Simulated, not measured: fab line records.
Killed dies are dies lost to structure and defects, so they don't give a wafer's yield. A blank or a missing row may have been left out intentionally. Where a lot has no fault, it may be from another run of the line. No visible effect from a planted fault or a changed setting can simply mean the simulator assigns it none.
What tool caused it? ; flow sky130 ; 30 wafers from 10 lots sampled at 2 of the route's 708 steps

== WHAT THE GAUGES READ, wafer by wafer ==
SKY_LOCAL_INTERCONNECT_RS_MEAS_01: the measuring method here is four-point-probe.
lot;measured;on;LOCAL_INTERCONNECT_TIN_RS (ohm/sq)
L222;day 30 01:05;filmMetro-04;14.10 14.03 14.21
L223;day 30 06:46;filmMetro-01;14.14 14.29 14.26
L224;day 30 20:52;filmMetro-01;13.96 13.73 14.00
L227;day 31 05:20;filmMetro-01;14.45 14.35 14.80
L229;day 31 21:05;filmMetro-01;14.23 14.36 13.91
L232;day 32 20:11;filmMetro-01;14.13 17.66 14.08
L233;day 33 02:28;filmMetro-02;14.30 18.00 13.92
L242;day 35 16:37;filmMetro-04;14.43 14.38 14.44
L243;day 36 08:20;filmMetro-02;14.39 14.15 14.17
L245;day 36 15:35;filmMetro-04;13.99 14.23 14.34

== WHAT TOOL EACH LOT RAN ON (gives the tool, then ch and the chambers of the sampled wafers, and finally the start) ==
lot;SKY_LOCAL_INTERCONNECT_SPUTTER_00
L222;pvdSputter-02, day 30 00:59
L223;pvdSputter-01, day 30 06:40
L224;pvdSputter-01, day 30 20:45
L227;pvdSputter-02, day 31 05:16
L229;pvdSputter-01, day 31 21:01
L232;pvdSputter-01, day 32 20:04
L233;pvdSputter-01, day 33 02:24
L242;pvdSputter-03, day 35 16:31
L243;pvdSputter-03, day 36 08:16
L245;pvdSputter-03, day 36 15:31
- SKY_LOCAL_INTERCONNECT_SPUTTER_00: material TiN, target thk 100 nm, time 83.3 s.

== THE ANSWER, worked out from the rows above alone ==
Rule: usual is defined by the lots themselves. Put in order of their means at a reading, lots are off if they are a third of the lots or fewer, leave a main group of 4 or more, and stand apart from it by a gap of 3 or more times the standard deviation of the main group's means; of several such gaps the widest counts. A main group is skipped when, at the precision printed for the reading in the tables above, its means are all equal. Also off: a lot with no number at a reading for which 4 or more lots have one. Any other lot the step has rows for is counted as sound.
Off: L232, L233, seen at SKY_LOCAL_INTERCONNECT_RS_MEAS_01 (LOCAL_INTERCONNECT_TIN_RS). For the main group the mean is 14.22 ohm/sq and the standard deviation 0.18.
If a tool, at a process step before that reading, ran all the lots that are off and no sound lot after the first of them, it fits. Gauges at SKY_LOCAL_INTERCONNECT_RS_MEAS_01: tried the same way as those tools. One candidate fits, namely pvdSputter-01 at SKY_LOCAL_INTERCONNECT_SPUTTER_00. A fault onset in the window from L229 (day 31 21:01, its last sound lot) to L232 (day 32 20:04, its first lot off) fits.

== WHAT THE SIMULATOR PUT IN ==
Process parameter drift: pvdSputter-01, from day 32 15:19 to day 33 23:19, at SKY_LOCAL_INTERCONNECT_SPUTTER_00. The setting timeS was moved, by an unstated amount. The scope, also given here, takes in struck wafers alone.
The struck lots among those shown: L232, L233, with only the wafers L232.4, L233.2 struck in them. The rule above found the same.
